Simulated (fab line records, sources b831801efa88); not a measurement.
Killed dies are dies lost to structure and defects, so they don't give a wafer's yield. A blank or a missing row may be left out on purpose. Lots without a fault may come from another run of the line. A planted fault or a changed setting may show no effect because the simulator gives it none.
Which tool did it? | flow gf180mcu | 10 lots, 30 wafers sampled, at 4 steps of a route of 602

WHAT THE GAUGES READ, wafer by wafer
GF_PSD_RS_MEAS_14: measures by four-point-probe.
lot  | measured     | on            | NSD_RS (ohm/sq)
L559 | day 14 13:11 | film_metro-03 | 46.10 46.14 46.25
L560 | day 14 19:34 | film_metro-02 | 46.15 46.28 46.24
L563 | day 15 23:44 | film_metro-03 | 46.16 46.15 46.09
L568 | day 17 19:19 | film_metro-02 | 48.74 48.83 48.63 48.77 48.72 48.80
L569 | day 18 04:49 | film_metro-03 | 48.76 48.97 48.77 48.87 48.76 48.89
L574 | day 19 22:41 | film_metro-01 | 46.23 46.37 46.36
L575 | day 20 09:26 | film_metro-03 | 46.27 46.21 46.26
L576 | day 20 18:36 | film_metro-02 | 46.15 46.21 45.91
L578 | day 21 05:53 | film_metro-02 | 46.15 46.17 46.06
L579 | day 21 16:09 | film_metro-01 | 46.28 46.23 46.33

WHICH TOOL RAN EACH LOT (tool, then ch and the chambers of the sampled wafers, then the start)
lot  | GF_NSD_IMPLANT_09               | GF_NSD_STRIP_11                      | GF_PSD_RTA_13
L559 | implanter-01 ch 0, day 13 16:11 | plasma_asher-01 ch 0, day 13 16:29   | rtp_anneal-02 ch 0, day 14 13:06
L560 | implanter-01 ch 0, day 13 22:31 | plasma_asher-04 ch 0,1, day 13 22:49 | rtp_anneal-02 ch 0, day 14 19:28
L563 | implanter-04 ch 0, day 15 01:01 | plasma_asher-04 ch 0,1, day 15 01:19 | rtp_anneal-02 ch 0, day 15 23:38
L568 | implanter-02 ch 0, day 16 19:10 | plasma_asher-01 ch 0,1, day 16 19:28 | rtp_anneal-01 ch 0, day 17 19:08
L569 | implanter-02 ch 0, day 17 05:10 | plasma_asher-01 ch 0,1, day 17 05:28 | rtp_anneal-01 ch 0, day 18 04:44
L574 | implanter-01 ch 0, day 18 21:44 | plasma_asher-03 ch 0,1, day 18 22:01 | rtp_anneal-02 ch 0, day 19 22:36
L575 | implanter-01 ch 0, day 19 08:04 | plasma_asher-04 ch 0,1, day 19 08:22 | rtp_anneal-02 ch 0, day 20 09:21
L576 | implanter-02 ch 0, day 19 17:04 | plasma_asher-04 ch 0,1, day 19 17:20 | rtp_anneal-02 ch 0, day 20 18:31
L578 | implanter-02 ch 0, day 20 05:05 | plasma_asher-04 ch 0,1, day 20 05:20 | rtp_anneal-01 ch 0, day 21 05:47
L579 | implanter-01 ch 0, day 20 15:26 | plasma_asher-01 ch 0,1, day 20 15:43 | rtp_anneal-01 ch 0, day 21 16:04
- GF_NSD_IMPLANT_09
- GF_NSD_STRIP_11: strips in O2/N2.
- GF_PSD_RTA_13: time 20 s.

THE ANSWER, worked out from the rows above alone
Rule: what is usual is taken from the lots themselves. Put in order of their means at a reading, lots are off if they are a third of the lots or fewer, leave a main group of 4 or more, and stand apart from it by a gap of 3 or more times the standard deviation of the main group's means; of several such gaps the widest counts. A main group whose means are all the same, to the digits that the tables above print for the reading, isn't used. A lot without any number at a reading at which 4 lots or more have one is off too. The other lots that the step has rows for count as sound.
Off: L568, L569, at GF_PSD_RS_MEAS_14 (NSD_RS). The main group: mean 46.20 ohm/sq, standard deviation 0.076.
A tool fits if, at a process step before that reading, it ran every lot that is off, and no sound lot after the first of them. The gauges at GF_PSD_RS_MEAS_14 are tried like those tools. None of those tried fits.

WHAT THE SIMULATOR HAD PUT IN
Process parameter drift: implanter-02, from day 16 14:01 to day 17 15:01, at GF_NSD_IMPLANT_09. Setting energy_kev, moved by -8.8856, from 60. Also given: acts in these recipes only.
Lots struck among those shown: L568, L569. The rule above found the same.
